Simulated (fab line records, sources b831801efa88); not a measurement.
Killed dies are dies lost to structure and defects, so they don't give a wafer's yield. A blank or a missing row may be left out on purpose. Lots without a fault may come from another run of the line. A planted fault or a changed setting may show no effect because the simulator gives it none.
Which tool did it? | flow gf180mcu | 7 lots, 20 wafers sampled, at 2 steps of a route of 602

WHAT THE GAUGES READ, wafer by wafer
GF_HV_LDD_OVL_MEAS_08.
lot  | measured     | on         | HV_LDD_OVL (nm)
L995 | day 10 04:52 | overlay-01 | -1.1 -0.2 -1.1
L997 | day 10 20:59 | overlay-01 | 2.5 -1.0 2.3
L999 | day 11 14:28 | overlay-02 | -0.6 -0.3 -0.3
L101 | day 12 04:53 | overlay-02 | 0.6 2.2 1.4
L109 | day 14 11:08 | overlay-02 | -0.3 0.1
L112 | day 16 01:14 | overlay-02 | 2.0 0.8 0.7
L114 | day 16 14:10 | overlay-01 | -2.0 -1.8 -1.8

WHICH TOOL RAN EACH LOT (tool, then ch and the chambers of the sampled wafers, then the start)
lot  | GF_VT_IMPLANT_SOFTBAKE_03
L995 | litho_track-03 ch 0, day 5 12:59
L997 | litho_track-01 ch 0, day 6 03:44
L999 | litho_track-02 ch 0, day 6 17:14
L101 | litho_track-02 ch 0, day 7 05:22
L109 | litho_track-01 ch 0, day 9 00:46
L112 | litho_track-03 ch 0, day 10 07:50
L114 | litho_track-03 ch 0, day 10 16:23
- GF_VT_IMPLANT_SOFTBAKE_03: time 60 s.

THE ANSWER, worked out from the rows above alone
Rule: what is usual is taken from the lots themselves. Put in order of their means at a reading, lots are off if they are a third of the lots or fewer, leave a main group of 4 or more, and stand apart from it by a gap of 3 or more times the standard deviation of the main group's means; of several such gaps the widest counts. A main group whose means are all the same, to the digits that the tables above print for the reading, isn't used. A lot without any number at a reading at which 4 lots or more have one is off too. The other lots that the step has rows for count as sound.
No lot is off at any reading shown: from this, nothing can be told.

WHAT THE SIMULATOR HAD PUT IN
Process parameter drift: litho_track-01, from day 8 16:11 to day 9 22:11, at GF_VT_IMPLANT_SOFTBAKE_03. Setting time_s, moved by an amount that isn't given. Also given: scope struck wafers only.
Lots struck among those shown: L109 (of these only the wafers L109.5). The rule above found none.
